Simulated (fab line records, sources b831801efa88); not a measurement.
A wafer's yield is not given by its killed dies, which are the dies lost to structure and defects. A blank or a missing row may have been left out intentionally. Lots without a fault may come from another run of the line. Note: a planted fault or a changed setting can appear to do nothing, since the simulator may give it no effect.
Which tool did it? -- flow sky130 -- 18 wafers from 6 lots sampled at 5 of the route's 708 steps

WHAT THE GAUGES SHOWED, per wafer
SKY_CAP2M_THK_MEAS_01.
lot,measured,on,CAP2M_CVD_00_THK (nm)
L429,day 40 08:11,filmMetro-01,15.50 15.32 15.62
L434,day 41 21:13,filmMetro-02,15.18 15.18 15.61
L439,day 43 15:05,filmMetro-04,15.81 7.42 15.95
L444,day 44 13:04,filmMetro-01,15.62 15.55 15.76
L446,day 45 00:26,filmMetro-01,15.80 15.37 15.71
L450,day 45 23:23,filmMetro-01,15.77 15.84 15.57

TOOL THAT RAN EACH LOT (tool first, then ch and the chambers of the sampled wafers, then the start)
lot,SKY_VIA3_SPUTTER_20,SKY_METAL4_SPUTTER_02,SKY_METAL4_SPUTTER_03,SKY_CAP2M_CVD_00
L429,"pvdSputter-03, day 40 07:19","pvdSputter-02, day 40 08:02","pvdSputter-02, day 40 08:04","pecvd-02 ch 0,1,2, day 40 08:09"
L434,"pvdSputter-04, day 41 20:22","pvdSputter-02, day 41 21:05","pvdSputter-02, day 41 21:08","pecvd-02 ch 0,2, day 41 21:11"
L439,"pvdSputter-01, day 43 14:15","pvdSputter-03, day 43 14:58","pvdSputter-03, day 43 15:00","pecvd-03 ch 0,2, day 43 15:04"
L444,"pvdSputter-03, day 44 12:13","pvdSputter-03, day 44 12:56","pvdSputter-03, day 44 12:58","pecvd-02 ch 1,2, day 44 13:02"
L446,"pvdSputter-01, day 44 23:35","pvdSputter-02, day 45 00:17","pvdSputter-02, day 45 00:20","pecvd-01 ch 0,1,2, day 45 00:24"
L450,"pvdSputter-04, day 45 22:32","pvdSputter-01, day 45 23:14","pvdSputter-01, day 45 23:17","pecvd-02 ch 1,2, day 45 23:21"
- SKY_VIA3_SPUTTER_20: material TiN, target thk 20 nm, time 80 s.
- SKY_METAL4_SPUTTER_02: material AlCu, target thk 735 nm, time 39.1 s.
- SKY_METAL4_SPUTTER_03: material Ti, target thk 5 nm, time 3.3 s.
- SKY_CAP2M_CVD_00: deposits SiO2, target thk 15.5 nm.

THE ANSWER, worked out from the rows above alone
Rule: usual is defined by the lots themselves. Put in order of their means at a reading, lots are off if they are a third of the lots or fewer, leave a main group of 4 or more, and stand apart from it by a gap of 3 or more times the standard deviation of the main group's means; of several such gaps the widest counts. A main group is skipped when, at the precision printed for the reading in the tables above, its means are all equal. Also off: a lot with no number at a reading for which 4 or more lots have one. Any other lot the step has rows for is counted as sound.
Off: L439, at SKY_CAP2M_THK_MEAS_01 (CAP2M_CVD_00_THK). The main group has a mean of 15.56 nm with a standard deviation of 0.14.
If a tool, at a process step before that reading, ran all the lots that are off and no sound lot after the first of them, it fits. The gauges at SKY_CAP2M_THK_MEAS_01 are tried like those tools. Undecided on this evidence; 2 tools fit (pecvd-03 at SKY_CAP2M_CVD_00, filmMetro-04 at SKY_CAP2M_THK_MEAS_01).

WHAT HAD BEEN PUT IN BY THE SIMULATOR
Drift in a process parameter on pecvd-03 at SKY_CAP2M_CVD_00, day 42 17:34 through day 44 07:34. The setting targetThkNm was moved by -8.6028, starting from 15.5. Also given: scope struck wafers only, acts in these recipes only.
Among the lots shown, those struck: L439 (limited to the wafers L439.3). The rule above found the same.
